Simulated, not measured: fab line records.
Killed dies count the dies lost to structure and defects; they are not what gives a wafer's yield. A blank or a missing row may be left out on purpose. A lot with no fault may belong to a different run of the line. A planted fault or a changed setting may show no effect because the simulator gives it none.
Comparing a struck lot with a sound one	flow gf180mcu	19 out of 602 route steps
Sound: wafers L587.1, L587.2, L587.3. Wafers L599.4, L599.5, L599.6 were the ones struck. The cause is given at the end.
Order at every step that has rows: each side's tool, ch and its chambers, its first start. Under that, the readings that differ: sound wafers	struck wafers	difference of the means	sigmas: that difference in standard deviations of wafers without a fault.
alike: a reading whose means differ by less than 2 such deviations, as well as words and numbers matching on both sides. not compared: withheld readings; readings where some wafer has no value; bounds like >300 that might hide an equal value; numbers whose values overlap and for which the record gives no deviation.
Wherever a step has rows on one side only, a row that says differs or no value, or a row with sigmas, the two part there. Numbers that don't overlap but have no deviation are shown without sigmas and don't part them. Lack of a reading on every wafer of one side parts them only where that side has two or more wafers.

first, 1 step without rows for these wafers: GF_LVPWELL_DEVELOP_06 (develop time 60 s).
GF_LVPWELL_OVL_MEAS_07:
  sound on overlay-02, day 3 21:51; struck on overlay-02, day 6 15:16
  alike: LVPWELL_OVL
then, 2 steps without rows for these wafers: GF_LVPWELL_IMPLANT_08; GF_LVPWELL_IMPLANT_09.
GF_LVPWELL_STRIP_10: strips in O2/N2.
  sound on plasma-asher-03 ch 0,1, day 3 22:11; struck on plasma-asher-03 ch 0,1, day 6 15:37
  alike: drypump-motor-current-A, heater-power-w, oes-product-au, strip-time-to-endpoint-s
  not compared: rf-hours-counter-h
GF_LVPWELL_TW_MEAS_11:
  sound on film-metro-02, day 3 22:17; struck on film-metro-02, day 6 15:43
  alike: LVPWELL_TW
then, 6 steps without rows for these wafers: GF_MVSD_DEHYDRATE_00 (time 60 s); GF_MVSD_HMDS_01 (prime time 60 s); GF_MVSD_COAT_02 (resist thk 3000 nm); GF_MVSD_SOFTBAKE_03; GF_MVSD_EXPOSE_04 (exposes mask MVSD, target cd 1000 nm); GF_MVSD_PEB_05.
GF_MVSD_DEVELOP_06: develop time 60 s.
  sound on litho-track-04 ch 0, day 4 11:00; struck on litho-track-01 ch 0, day 7 07:00
GF_MVSD_OVL_MEAS_07:
  sound on overlay-01, day 4 11:53; struck on overlay-01, day 7 07:23
reading	sound	struck	difference	sigmas
MVSD_OVL (nm)	2.1 1.5 1.0	- - -	no value on the struck wafers	
then, 2 steps without rows for these wafers: GF_MVSD_IMPLANT_08; GF_MVSD_IMPLANT_09.
GF_MVSD_STRIP_10: strips in O2/N2.
  sound on plasma-asher-02 ch 0,1, day 4 12:13; struck on plasma-asher-02 ch 0,1, day 7 07:44
  alike: drypump-motor-current-A, heater-power-w, oes-product-au, strip-time-to-endpoint-s
  not compared: rf-hours-counter-h
GF_MVSD_TW_MEAS_11:
  sound on film-metro-02, day 4 12:19; struck on film-metro-04, day 7 07:50
reading	sound	struck	difference	sigmas
MVSD_TW	1585 1571 1583	30 30 30	-1550	-99 or more
then, 1 step without rows for these wafers: GF_MVPSD_DEHYDRATE_00 (time 60 s).

## WHERE THEY PART
First at GF_MVSD_OVL_MEAS_07; last, within this record, at GF_MVSD_TW_MEAS_11.

WHY: whatever the simulator had introduced
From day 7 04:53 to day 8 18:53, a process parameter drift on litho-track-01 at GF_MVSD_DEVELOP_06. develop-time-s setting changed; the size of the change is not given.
